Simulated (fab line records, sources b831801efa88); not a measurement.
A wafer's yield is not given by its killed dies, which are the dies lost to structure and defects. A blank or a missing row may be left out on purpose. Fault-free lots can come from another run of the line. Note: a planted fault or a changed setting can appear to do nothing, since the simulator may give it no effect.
Which of the tools did it? ; flow gf180mcu ; 39 wafers from 13 lots sampled at 4 of the route's 602 steps

## WHAT THE GAUGES SHOWED, per wafer
GF_HV_LDD_CD_MEAS_31: target cd 400 nm.
lot;measured;on;cd-nm (nm)
L754;day 11 22:08;cd-sem-01;398.9 401.5 399.9
L757;day 12 18:46;cd-sem-02;403.4 402.6 400.9
L758;day 13 03:51;cd-sem-02;398.2 400.6 400.4
L759;day 13 10:39;cd-sem-02;398.9 400.6 398.1
L761;day 14 04:10;cd-sem-01;401.5 402.5 402.2
L762;day 14 07:53;cd-sem-01;399.7 399.7 400.2
L763;day 14 21:40;cd-sem-02;399.8 399.5 398.1
L765;day 15 10:53;cd-sem-02;399.4 399.1 400.3
L766;day 15 18:01;cd-sem-01;397.7 398.1 398.5
L768;day 16 12:26;cd-sem-02;398.3 397.9 399.1
L770;day 17 01:13;cd-sem-02;399.7 399.6 401.5
L775;day 18 19:07;cd-sem-01;401.1 398.9 399.7
L776;day 19 04:11;cd-sem-02;399.5 398.2 403.2

GF_HV_LDD_OVL_MEAS_32.
lot;measured;on;HV_LDD_02_OVL (nm)
L754;day 11 22:15;overlay-01;0.6 -0.2 -0.4
L757;day 12 18:51;overlay-01;-0.8 -2.4 -2.8
L758;day 13 03:58;overlay-01;-0.6 0.4 1.0
L759;day 13 10:45;overlay-01;-0.4 -1.8 -0.6
L761;day 14 04:15;overlay-01;-3.9 0.1 -0.3
L762;day 14 08:00;overlay-02;-0.2 2.0 0.2
L763;day 14 21:46;overlay-02;0.5 -0.5 -0.6
L765;day 15 11:00;overlay-01;-0.8 -0.1 -1.4
L766;day 15 18:08;overlay-02;0.7 -1.1 0.3
L768;day 16 12:31;overlay-02;0.5 0.1 -1.5
L770;day 17 01:20;overlay-02;-0.8 -0.4 -0.3
L775;day 18 19:13;overlay-02;-2.2 -2.2 -4.4
L776;day 19 04:17;overlay-01;1.7 1.6 2.6

GF_HV_LDD_TW_MEAS_50.
lot;measured;on;HV_LDD_4_TW
L754;day 12 17:47;film-metro-01;568 572 569
L757;day 13 16:06;film-metro-01;571 569 571
L758;day 14 01:04;film-metro-02;575 575 576
L759;day 14 08:41;film-metro-01;570 569 567
L761;day 15 02:11;film-metro-01;568 569 572
L762;day 15 05:50;film-metro-04;571 573 573
L763;day 15 19:36;film-metro-01;568 570 573
L765;day 16 09:23;film-metro-02;572 570 571
L766;day 16 17:32;film-metro-02;573 571 574
L768;day 17 12:03;film-metro-01;566 566 566
L770;day 18 01:04;film-metro-02;574 576 579
L775;day 19 21:08;film-metro-01;569 575 568
L776;day 20 06:14;film-metro-04;572 572 571

## WHAT TOOL EACH LOT RAN ON (gives the tool, then ch and the chambers of the sampled wafers, and finally the start)
lot;GF_HV_LDD_STRIP_49
L754;plasma-asher-01 ch 0,1, day 12 17:41
L757;plasma-asher-03 ch 0,1, day 13 16:01
L758;plasma-asher-04 ch 0,1, day 14 00:58
L759;plasma-asher-01 ch 0,1, day 14 08:34
L761;plasma-asher-01 ch 0,1, day 15 02:07
L762;plasma-asher-03 ch 0,1, day 15 05:44
L763;plasma-asher-04 ch 0,1, day 15 19:31
L765;plasma-asher-04 ch 0,1, day 16 09:16
L766;plasma-asher-04 ch 1, day 16 17:26
L768;plasma-asher-03 ch 0,1, day 17 11:57
L770;plasma-asher-04 ch 0,1, day 18 00:58
L775;plasma-asher-03 ch 0,1, day 19 21:03
L776;plasma-asher-04 ch 0,1, day 20 06:07
- GF_HV_LDD_STRIP_49: strips in O2/N2.

## WHAT THE TOOLS THEMSELVES READ (means of the sampled wafers that have a number; where no wafer has one, the mark that the record gives instead)
GF_HV_LDD_STRIP_49.
lot;tool;drypump-motor-current-A (A);heater-power-w (W);oes-product-au (a.u.);strip-time-to-endpoint-s (s)
L754;plasma-asher-01;6.3;309;0.713;12.67
L757;plasma-asher-03;6.2;317;0.712;12.71
L758;plasma-asher-04;5.2;320;0.719;12.67
L759;plasma-asher-01;6.1;328;0.712;12.65
L761;plasma-asher-01;6.3;308;0.718;12.65
L762;plasma-asher-03;6.1;330;0.720;12.66
L763;plasma-asher-04;5.4;316;0.715;12.63
L765;plasma-asher-04;5.4;314;0.716;12.69
L766;plasma-asher-04;5.1;329;0.716;12.66
L768;plasma-asher-03;6.2;316;0.712;12.65
L770;plasma-asher-04;5.4;315;0.915;-
L775;plasma-asher-03;6.2;312;0.710;12.62
L776;plasma-asher-04;5.4;322;0.711;12.63

## THE ANSWER, worked out from the rows above alone
Rule: what is usual is taken from the lots themselves. Put in order of their means at a reading, lots are off if they are a third of the lots or fewer, leave a main group of 4 or more, and stand apart from it by a gap of 3 or more times the standard deviation of the main group's means; of several such gaps the widest counts. Not used: any main group whose means are identical at the precision the tables above print for the reading. A lot without any number at a reading at which 4 lots or more have one is off too. The other lots that the step has rows for count as sound. Order of review: gauges by route order, followed by the tools' own readings, for which a lot's mean as printed above is used. At the first step where some lot is off, the reading lying furthest off is the one used; lots without a number count as furthest.
Off: L770, at GF_HV_LDD_STRIP_49 (strip-time-to-endpoint-s). Without a number there: L770. The main group has a mean of 12.66 s with a standard deviation of 0.025.
A tool fits if, at that step or a process step before it, it ran every lot that is off, and no sound lot after the first of them. No candidate that was tried fits.

## WHAT WAS PUT IN BY THE SIMULATOR
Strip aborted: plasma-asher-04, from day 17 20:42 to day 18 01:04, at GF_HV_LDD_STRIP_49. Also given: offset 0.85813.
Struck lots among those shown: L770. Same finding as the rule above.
